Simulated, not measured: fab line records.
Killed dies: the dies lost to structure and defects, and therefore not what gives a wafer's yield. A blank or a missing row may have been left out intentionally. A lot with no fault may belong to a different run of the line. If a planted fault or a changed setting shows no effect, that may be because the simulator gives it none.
fab line records    flow gf180mcu
record: lots: 12  wafers: 36  last_day: 34
route steps=602 shown STI@1 MVSD@73
lots untouched by any fault: they come from a run of this same line in which no faults occurred
start_h: the number of hours between the record's first day and the start of the first shown wafer of the lot    wait_h: hours since the lot's step before    " repeats the value in the row above    L1.1+2: several wafers, shown together as one row    - no value, or no start was given    * or withheld: withheld    < > ~ a bound
route shown NAME@n: NAME is a module with steps in the file, n the number in the route of the first one    usual: mean and standard deviation over wafers with no fault    same: alike in all rows    chamber/n: place in a boat    sites: each site's reading    _std_site: how widely they spread, as a standard deviation    _edge_site: mean of outer sites minus mean of inner sites    radius_mm: how far each site lies from the wafer's centre    mask NAME#n: copy n    behind: the last tool/chamber to shape the wafer    hold: why the lot was held/for how many hours/how that ended    device: the transistor (n, p or np) that didn't switch    end of line: at the end of the route, the tests of the same wafers    step lacking rows: just its recipe    killed: count of dies lost to structure and defects at first sort (not the wafer's yield)    map: per-die view of a wafer (x killed, . not killed, _ where there is no die)
set.NAME: the setting the step ran with; set.NAME@STEP: the setting that earlier step ran with    model.NAME: the simulator's own value behind a step, which no gauge read
one table for each step of the route and one row for each wafer, over a sample of lots
services: the hour from which a tool's chamber was out of use, counted from the record's first day as start_h (under 0 if before that day), plus the number of hours and why
== steps ==
step: GF_STI_BOW_MEAS_00
recipe: mode: bow
usual: INCOMING_BOW: -1/5.7
lot.wafer  tool           chamber  start_h  wait_h  INCOMING_BOW[um]
L175.1     film_metro-03  -        10.00    -       5
L175.3     "              -        "        "       0
L175.5     "              -        "        "       -7
L176.1     film_metro-04  -        15.00    -       1
L176.4     "              -        "        "       2
L176.6     "              -        "        "       -3
L177.2     film_metro-04  -        20.02    -       0
L177.3     "              -        "        "       -1
L177.4     "              -        "        "       0
L178.1     film_metro-01  -        25.00    -       10
L178.2     "              -        "        "       2
L178.3     "              -        "        "       -7
L179.1     film_metro-03  -        30.00    -       1
L179.3     "              -        "        "       -9
L179.6     "              -        "        "       0
L181.1     film_metro-04  -        40.00    -       -4
L181.5     "              -        "        "       11
L181.6     "              -        "        "       6
L183.3     film_metro-01  -        50.04    -       -1
L183.4     "              -        "        "       -15
L183.6     "              -        "        "       -6
L184.2     film_metro-03  -        55.02    -       0
L184.4     "              -        "        "       12
L184.6     "              -        "        "       -6
L185.2     film_metro-03  -        60.02    -       -7
L185.3     "              -        "        "       -6
L185.6     "              -        "        "       -6
L186.3     film_metro-04  -        65.04    -       -6
L186.5     "              -        "        "       6
L186.6     "              -        "        "       3
L187.1     film_metro-04  -        70.00    -       10
L187.2     "              -        "        "       -7
L187.4     "              -        "        "       -2
L197.3     film_metro-03  -        120.04   -       6
L197.4     "              -        "        "       -11
L197.5     "              -        "        "       5
step: GF_STI_THK_MEAS_02
recipe: reads: SiO2_of_STI_OXIDATION_01
usual: STI_OXIDATION_THK: 10.14/0.16
lot.wafer  tool           chamber  start_h  wait_h  STI_OXIDATION_THK[nm]
L175.1     film_metro-03  -        11.51    0.0     10.03
L175.3     "              -        "        "       10.09
L175.5     "              -        "        "       10.03
L176.1     film_metro-04  -        16.51    0.0     9.92
L176.4     "              -        "        "       10.06
L176.6     "              -        "        "       9.99
L177.2     film_metro-01  -        21.52    0.0     10.20
L177.3     "              -        "        "       10.21
L177.4     "              -        "        "       10.39
L178.1     film_metro-04  -        26.51    0.0     10.14
L178.2     "              -        "        "       10.18
L178.3     "              -        "        "       10.15
L179.1     film_metro-01  -        33.15    0.0     10.36
L179.3     "              -        "        "       10.17
L179.6     "              -        "        "       10.21
L181.1     film_metro-04  -        41.51    0.0     10.40
L181.5     "              -        "        "       10.27
L181.6     "              -        "        "       10.24
L183.3     film_metro-04  -        52.34    0.0     10.53
L183.4     "              -        "        "       10.50
L183.6     "              -        "        "       10.33
L184.2     film_metro-03  -        57.38    0.0     9.95
L184.4     "              -        "        "       10.06
L184.6     "              -        "        "       10.13
L185.2     film_metro-03  -        64.40    0.0     10.14
L185.3     "              -        "        "       10.09
L185.6     "              -        "        "       10.14
L186.3     film_metro-03  -        69.18    0.0     10.33
L186.5     "              -        "        "       10.25
L186.6     "              -        "        "       10.14
L187.1     film_metro-04  -        72.93    0.0     10.08
L187.2     "              -        "        "       10.03
L187.4     "              -        "        "       10.04
L197.3     film_metro-03  -        121.53   0.0     10.35
L197.4     "              -        "        "       10.24
L197.5     "              -        "        "       10.42
step: GF_STI_CVD_03
recipe: material: Si3N4  precursor: DCS/NH3  target_thk_nm: 207.16  temp_c: 770  time_s: 3551  pressure_mtorr: 250
usual: pressure_mtorr: 249.9/0.47  zone_power_centre_pct: 15.37/0.29
lot.wafer  tool      chamber  start_h  wait_h  pressure_mtorr  zone_power_centre_pct
L175.1     lpcvd-02  1        12.70    1.2     249.5           15.83
L175.3     "         1        "        "       250.0           15.73
L175.5     "         1        "        "       250.7           15.59
L176.1     lpcvd-02  1        16.57    0.1     250.3           15.90
L176.4     "         1        "        "       250.1           15.50
L176.6     "         1        "        "       250.3           15.34
L177.2     lpcvd-02  0        21.57    0.0     249.8           15.16
L177.3     "         0        "        "       249.3           15.19
L177.4     "         0        "        "       249.9           15.15
L178.1     lpcvd-02  1        26.57    0.1     250.1           15.62
L178.2     "         1        "        "       248.9           15.77
L178.3     "         1        "        "       250.6           15.41
L179.1     lpcvd-02  1        33.21    0.1     250.5           15.94
L179.3     "         1        "        "       250.4           15.80
L179.6     "         1        "        "       250.5           15.62
L181.1     lpcvd-02  1        41.57    0.1     249.8           15.58
L181.5     "         1        "        "       250.3           15.54
L181.6     "         1        "        "       249.7           15.78
L183.3     lpcvd-02  0        52.38    0.0     250.3           15.25
L183.4     "         0        "        "       250.5           14.93
L183.6     "         0        "        "       250.0           15.40
L184.2     lpcvd-02  1        57.43    0.0     249.9           15.49
L184.4     "         1        "        "       249.3           15.70
L184.6     "         1        "        "       250.3           15.68
L185.2     lpcvd-02  0        64.45    0.0     249.7           15.11
L185.3     "         0        "        "       250.2           15.19
L185.6     "         0        "        "       250.5           15.45
L186.3     lpcvd-02  0        69.22    0.0     250.2           15.15
L186.5     "         0        "        "       250.4           15.14
L186.6     "         0        "        "       250.8           15.11
L187.1     lpcvd-01  1        72.99    0.1     250.5           15.19
L187.2     "         1        "        "       250.3           14.93
L187.4     "         1        "        "       250.1           15.00
L197.3     lpcvd-01  0        121.57   0.0     250.4           15.13
L197.4     "         0        "        "       249.4           15.16
L197.5     "         0        "        "       249.7           14.78
step: GF_STI_THK_MEAS_04
recipe: reads: Si3N4_of_STI_CVD_03
usual: STI_CVD_03_THK: 206.9/1.8
lot.wafer  tool           chamber  start_h  wait_h  STI_CVD_03_THK[nm]
L175.1     film_metro-03  -        14.68    0.0     208.8
L175.3     "              -        "        "       208.2
L175.5     "              -        "        "       210.8
L176.1     film_metro-01  -        18.56    0.0     209.2
L176.4     "              -        "        "       208.4
L176.6     "              -        "        "       207.5
L177.2     film_metro-03  -        23.57    0.0     205.1
L177.3     "              -        "        "       206.1
L177.4     "              -        "        "       205.7
L178.1     film_metro-01  -        28.56    0.0     206.7
L178.2     "              -        "        "       205.9
L178.3     "              -        "        "       207.0
L179.1     film_metro-01  -        35.19    0.0     207.6
L179.3     "              -        "        "       209.3
L179.6     "              -        "        "       208.3
L181.1     film_metro-01  -        43.56    0.0     206.9
L181.5     "              -        "        "       207.7
L181.6     "              -        "        "       206.2
L183.3     film_metro-01  -        54.38    0.0     205.9
L183.4     "              -        "        "       204.0
L183.6     "              -        "        "       203.4
L184.2     film_metro-03  -        59.43    0.0     207.4
L184.4     "              -        "        "       206.2
L184.6     "              -        "        "       205.3
L185.2     film_metro-03  -        66.45    0.0     206.2
L185.3     "              -        "        "       207.0
L185.6     "              -        "        "       206.8
L186.3     film_metro-01  -        71.23    0.0     81.7
L186.5     "              -        "        "       82.4
L186.6     "              -        "        "       82.6
L187.1     film_metro-04  -        74.98    0.0     207.8
L187.2     "              -        "        "       208.7
L187.4     "              -        "        "       208.0
L197.3     film_metro-01  -        123.58   0.0     207.4
L197.4     "              -        "        "       208.2
L197.5     "              -        "        "       207.3
step: GF_STI_ETCH_13
recipe: chemistry: CHF3/O2  stop_on: Si  over_etch_frac: 0.3  target_depth_a: 2823.1  source_w: 600  bias_w: 200  pressure_mtorr: 40  chf3_flow_sccm: 50  O2_flow_sccm: 5  time_s: 112.9
usual: drypump_motor_current_A: 5.99/0.3  oes_product_au: 0.831/0.0065  throttle_valve_pct: 8.811/0.0088
lot.wafer  tool         chamber  start_h  wait_h  drypump_motor_current_A  oes_product_au  rf_hours_counter_h  throttle_valve_pct
L175.1     rie_diel-01  3        26.60    0.1     6.13                     0.833           154                 8.813
L175.3     "            1        "        "       5.70                     0.844           0                   8.832
L175.5     "            0        "        "       5.96                     0.843           -                   8.812
L176.1     rie_diel-03  3        30.60    0.1     6.35                     0.836           66                  8.805
L176.4     "            1        "        "       5.57                     0.839           142                 8.810
L176.6     "            3        "        "       6.36                     0.837           -                   8.807
L177.2     rie_diel-03  0        35.72    0.1     6.19                     0.827           70                  8.813
L177.3     "            2        "        "       5.93                     0.835           48                  8.826
L177.4     "            3        "        "       6.35                     0.832           66                  8.805
L178.1     rie_diel-01  3        40.65    0.1     6.12                     0.826           155                 8.798
L178.2     "            0        "        "       5.96                     0.829           164                 8.813
L178.3     "            2        "        "       5.81                     0.830           128                 8.802
L179.1     rie_diel-03  1        47.40    0.1     5.56                     0.833           142                 8.824
L179.3     "            0        "        "       6.16                     0.830           70                  8.813
L179.6     "            1        "        "       5.56                     0.836           -                   8.815
L181.1     rie_diel-03  0        55.55    0.1     6.14                     0.843           70                  8.824
L181.5     "            3        "        "       6.35                     0.830           -                   8.811
L181.6     "            2        "        "       5.91                     0.833           -                   8.801
L183.3     rie_diel-01  3        66.72    0.1     6.13                     0.824           156                 8.815
L183.4     "            0        "        "       5.96                     0.810           165                 8.784
L183.6     "            0        "        "       5.95                     0.820           -                   8.803
L184.2     rie_diel-02  1        72.15    0.1     5.67                     0.835           44                  8.809
L184.4     "            3        "        "       6.72                     0.841           46                  8.817
L184.6     "            0        "        "       5.71                     0.827           -                   8.803
L185.2     rie_diel-03  1        79.80    0.1     5.54                     0.832           142                 8.793
L185.3     "            0        "        "       6.21                     0.820           70                  8.806
L185.6     "            3        "        "       6.35                     0.832           -                   8.821
L186.3     rie_diel-01  2        84.30    0.1     5.79                     0.557           130                 8.722
L186.5     "            1        "        "       5.71                     0.551           -                   8.729
L186.6     "            0        "        "       5.97                     0.558           -                   8.715
L187.1     rie_diel-03  2        88.10    0.1     5.89                     0.832           49                  8.818
L187.2     "            3        "        "       6.34                     0.846           67                  8.815
L187.4     "            0        "        "       6.20                     0.832           71                  8.798
L197.3     rie_diel-01  0        138.80   0.1     5.96                     0.828           0                   8.808
L197.4     "            1        "        "       5.69                     0.828           4                   8.808
L197.5     "            1        "        "       5.68                     0.830           -                   8.817
step: GF_MVSD_OVL_MEAS_07
usual: MVSD_OVL: -0.1/1.2
lot.wafer  tool        chamber  start_h  wait_h  MVSD_OVL[nm]
L175.1     overlay-01  -        82.28    -       0.9
L175.3     "           -        "        "       -0.8
L175.5     "           -        "        "       0.2
L176.1     overlay-02  -        87.28    -       -1.5
L176.4     "           -        "        "       -0.1
L176.6     "           -        "        "       -1.5
L177.2     overlay-02  -        91.90    -       -2.0
L177.3     "           -        "        "       -0.8
L177.4     "           -        "        "       -0.1
L178.1     overlay-01  -        97.33    -       -0.2
L178.2     "           -        "        "       1.3
L178.3     "           -        "        "       0.1
L179.1     overlay-01  -        106.63   -       -2.0
L179.3     "           -        "        "       -1.3
L179.6     "           -        "        "       -1.1
L181.1     overlay-02  -        116.58   -       0.0
L181.5     "           -        "        "       -0.8
L181.6     "           -        "        "       0.3
L183.3     overlay-01  -        131.79   -       0.0
L183.4     "           -        "        "       -1.1
L183.6     "           -        "        "       -1.6
L184.2     overlay-02  -        137.99   -       1.7
L184.4     "           -        "        "       0.3
L184.6     "           -        "        "       -1.5
L185.2     overlay-02  -        143.59   -       -0.3
L185.3     "           -        "        "       -1.3
L185.6     "           -        "        "       -0.5
L186.3     overlay-02  -        147.74   -       -1.6
L186.5     "           -        "        "       0.0
L186.6     "           -        "        "       0.2
L187.1     overlay-02  -        153.63   -       -0.1
L187.2     "           -        "        "       2.6
L187.4     "           -        "        "       2.0
L197.3     overlay-02  -        209.79   -       1.6
L197.4     "           -        "        "       0.7
L197.5     "           -        "        "       0.8
== services ==
tool         chamber  start_h  hours  kind
rie_diel-03  0        -3.72    6.6    repair
lpcvd-01     -        7.53     6.1    pm
lpcvd-01     -        16.57    2.8    pm
rie_diel-03  -        31.51    2.8    pm
rie_diel-03  3        42.63    2.7    repair
rie_diel-02  1        45.45    8.8    repair
rie_diel-01  -        50.96    2.8    pm
rie_diel-02  2        55.70    3.8    repair
rie_diel-01  0        63.01    3.0    repair
rie_diel-03  -        63.63    14.6   pm
rie_diel-02  0        85.81    5.5    repair
rie_diel-01  0        106.63   -      clean
rie_diel-01  0        106.63   21.4   scheduled_down
rie_diel-01  0        106.63   21.4   vent_cycle
rie_diel-02  0        128.47   -      clean
rie_diel-02  0        128.47   16.7   scheduled_down
rie_diel-02  0        128.47   16.7   vent_cycle
== key ==
first_sign: step: GF_STI_THK_MEAS_04  reading: STI_CVD_03_THK  direction: down  sigmas: 68  usual: 206.9  struck: 82.2
effect: step: GF_STI_ETCH_13  reading: oes_product_au  direction: down  sigmas: 43  usual: 0.831  struck: 0.555
met_at GF_STI_CVD_03
struck_lots L186
struck_wafers L186.3,L186.5,L186.6
tester_left_out L186
not_acting_at GF_STI_BOW_MEAS_00,GF_STI_THK_MEAS_02,GF_MVSD_OVL_MEAS_07
onset_between 64.45 69.22
fault: kind: process_parameter_drift  tool: lpcvd-02  chamber: 0  onset_h: 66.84  steps: GF_STI_CVD_03  channel: target_thk_nm  offset: -123.49  shape: step  end_h: 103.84  acts_in: these_recipes_only  stated: 207.16
tester_left_out: of these lots the tester's yield and bins aren't shown, on N5 and GAA mostly nor the transistor test; their killed dies are dies lost to structure and defects alone, not to doping, threshold or leakage, so they don't give the yield
